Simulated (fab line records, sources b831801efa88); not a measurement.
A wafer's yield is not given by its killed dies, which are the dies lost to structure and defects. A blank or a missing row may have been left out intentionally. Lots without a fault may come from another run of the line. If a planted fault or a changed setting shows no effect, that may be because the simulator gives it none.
A struck lot beside a sound one / flow sky130 / 44 steps out of a route of 708
Sound: wafers L147.3, L147.4, L147.6. Struck: wafer L157.3 (L157.4, L157.5, from the same lot, were not struck and are left out); the cause is given at the end.
Order at every step that has rows: each side's tool, ch and its chambers, its first start. Under that, the readings that differ: sound wafers / struck wafers / difference of the means / sigmas: that difference in standard deviations of wafers without a fault.
alike: same words and numbers on both sides, and readings whose means sit less than 2 such deviations apart. not compared: any withheld reading, any reading some wafer has no value for, any bound like >300 that may hide the same value, and any number with overlapping values for which the record gives no deviation.
Wherever a step has rows on one side only, a row that says differs or no value, or a row with sigmas, the two part there. Numbers that have no deviation but don't overlap get no sigmas and don't part them. Lack of a reading on every wafer of one side parts them only where that side has two or more wafers.

first, 3 steps without rows for these wafers: SKY_VIA2_STRIP_17 (strips in post etch residue remover, time 1200 s); SKY_VIA2_CLEAN_18 (cleans in IPA, time 180 s); SKY_VIA2_CLEAN_19 (cleans in O3/DIW).
SKY_VIA2_SPUTTER_20: material TiN, target thk 20 nm, time 80 s.
  sound: pvd-sputter-04 at day 39 11:09; struck: pvd-sputter-04 at day 42 04:08
  alike: throttle-valve-pct
then, 1 step without rows for these wafers: SKY_VIA2_CVD_21 (deposits W, target thk 420 nm, time 126.4 s).
SKY_VIA2_RS_MEAS_22: uses a four-point probe to measure.
  sound: film-metro-04 at day 39 11:23; struck: film-metro-02 at day 42 04:22
  alike: VIA2_W_RS
SKY_VIA2_THK_MEAS_23: measures by xrf.
  sound: film-metro-04 at day 39 11:29; struck: film-metro-02 at day 42 04:28
  alike: VIA2_W_THK
then, 3 steps without rows for these wafers: SKY_VIA2_CMP_24 (polishes, stops on SiO2, t overpolish 20 s, target thk 0 nm); SKY_METAL3_SPUTTER_00 (material Ti, target thk 15 nm, time 10 s); SKY_METAL3_SPUTTER_01 (material TiN, target thk 20 nm, time 16.7 s).
SKY_METAL3_SPUTTER_02: material AlCu, target thk 735 nm, time 39.1 s.
  sound: pvd-sputter-02 at day 39 11:52; struck: pvd-sputter-01 at day 42 04:52
  alike: throttle-valve-pct
SKY_METAL3_SPUTTER_03: material Ti, target thk 5 nm, time 3.3 s.
  sound: pvd-sputter-02 at day 39 11:54; struck: pvd-sputter-01 at day 42 04:54
  alike: throttle-valve-pct
SKY_METAL3_SPUTTER_04: material TiN, target thk 70 nm, time 58.3 s.
  sound: pvd-sputter-02 at day 39 11:55; struck: pvd-sputter-01 at day 42 04:55
reading=model.TiN_of_METAL3_SPUTTER_04.thk-nm (nm); sound=70.9 70.5 70.34; struck=133.6; difference=+63.0; sigmas=
  alike: throttle-valve-pct
then, 1 step without rows for these wafers: SKY_CAPM_CVD_00 (deposits SiO2, target thk 15.5 nm).
SKY_CAPM_THK_MEAS_01:
  sound: film-metro-01 at day 39 12:01; struck: film-metro-02 at day 42 05:01
  alike: CAPM_CVD_00_THK
then, 1 step without rows for these wafers: SKY_CAPM_SPUTTER_02 (material TiN, target thk 200 nm, time 166.7 s).
SKY_CAPM_RS_MEAS_03: uses a four-point probe to measure.
  sound: film-metro-02 at day 39 12:12; struck: film-metro-01 at day 42 05:12
  alike: CAPM_TIN_RS
SKY_CAPM_THK_MEAS_04: measures by xrf.
  sound: film-metro-02 at day 39 12:18; struck: film-metro-01 at day 42 05:18
  alike: CAPM_TIN_THK
then, 7 steps without rows for these wafers: SKY_CAPM_DEHYDRATE_05 (time 60 s); SKY_CAPM_HMDS_06 (prime time 60 s); SKY_CAPM_COAT_07 (resist thk 1140 nm); SKY_CAPM_SOFTBAKE_08 (time 60 s); SKY_CAPM_EXPOSE_09 (exposes mask CAPM, target cd 1000 nm); SKY_CAPM_PEB_10; SKY_CAPM_DEVELOP_11 (develop time 60 s).
SKY_CAPM_OVL_MEAS_12:
  sound: overlay-02 at day 40 11:36; struck: overlay-01 at day 43 03:58
  alike: CAPM_OVL
SKY_CAPM_METAL_ETCH_13: etches TiN in Cl2/BCl3, stops on SiO2, target depth 220 nm, time 62.9 s.
  sound on rie-metal-03 ch 0,1, day 40 11:39; struck on rie-metal-02 ch 1, day 43 04:01
reading=mfc-cl2-sccm (sccm); sound=59.71 60.14 60.27; struck=59.60; difference=-0.44; sigmas=-3
  alike: drypump-motor-current-A, oes-product-au, rf-fwd-power-W, throttle-valve-pct
  not compared: rf-hours-counter-h
then, 12 steps without rows for these wafers: SKY_CAPM_STRIP_14 (strips in O2/N2); SKY_CAPM_STRIP_15 (strips in post etch residue remover, time 1200 s); SKY_CAPM_CLEAN_16 (cleans in IPA, time 180 s); SKY_CAPM_CLEAN_17 (cleans in O3/DIW); SKY_METAL3_DEHYDRATE_05 (time 60 s); SKY_METAL3_HMDS_06 (prime time 60 s); SKY_METAL3_COAT_07 (resist thk 60 nm); SKY_METAL3_COAT_08 (resist thk 1140 nm); SKY_METAL3_SOFTBAKE_09 (time 90 s); SKY_METAL3_EXPOSE_10 (exposes mask MM3, target cd 300 nm); SKY_METAL3_PEB_11; SKY_METAL3_DEVELOP_12 (develop time 60 s).
SKY_METAL3_CD_MEAS_13 targets a cd of 300 nm.
  sound: cd-sem-02 at day 41 12:53; struck: cd-sem-01 at day 44 03:08
  alike: cd-nm
SKY_METAL3_OVL_MEAS_14:
  sound: overlay-02 at day 41 12:59; struck: overlay-01 at day 44 03:13
  alike: METAL3_OVL
SKY_METAL3_DESCUM_15: chemistry O2, time 8 s.
  sound on rie-metal-01 ch 0,1, day 41 13:01; struck on rie-metal-04 ch 0, day 44 03:15
  alike: drypump-motor-current-A, oes-product-au, rf-fwd-power-W
  not compared: rf-hours-counter-h
SKY_METAL3_METAL_ETCH_18: etches the open film in Cl2/BCl3, stops on SiO2, target depth 845 nm, time 183.1 s.
  sound on rie-metal-03 ch 0,1, day 41 13:13; struck on rie-metal-01 ch 1, day 44 03:27
reading=mfc-cl2-sccm (sccm); sound=59.65 59.62 59.79; struck=60.09; difference=+0.40; sigmas=+2
reading=oes-product-au (a.u.); sound=0.870 0.863 0.861; struck=0.903; difference=+0.038; sigmas=+7
  alike: drypump-motor-current-A, rf-fwd-power-W, throttle-valve-pct
  not compared: rf-hours-counter-h
-- the record jumps here: 6 days lie between the struck wafers' starts before and after (it left off in module METAL3 and takes up again in module PAD_OPEN, whose first step shown is number 708 of the route) --
SKY_PAD_OPEN_PROBE_99:
  sound: prober-01 at day 48 05:31; struck: prober-01 at day 50 06:23
reading=model.etest.via3-chain.rc-ohm; sound=9.406 10.33 9.735; struck=11.22; difference=+1.40; sigmas=
  alike: defect-limited-yield, killed_at_M0_to_M3, killed_at_M4_up, killed-at-contacts, killed-at-front-end, killed-at-other, killed-dies, killed-open, killed-short, sort_bin_3_pad_short, sort_bin_5_function, sort_bin_6_memory, sort-n-pass, sort-yield-pct

## WHERE THEY PART
Earliest at SKY_CAPM_METAL_ETCH_13; latest, in this record, at SKY_METAL3_METAL_ETCH_18. Later steps at which nothing parts them and some readings are alike: SKY_PAD_OPEN_PROBE_99.

WHY: what the simulator had put in
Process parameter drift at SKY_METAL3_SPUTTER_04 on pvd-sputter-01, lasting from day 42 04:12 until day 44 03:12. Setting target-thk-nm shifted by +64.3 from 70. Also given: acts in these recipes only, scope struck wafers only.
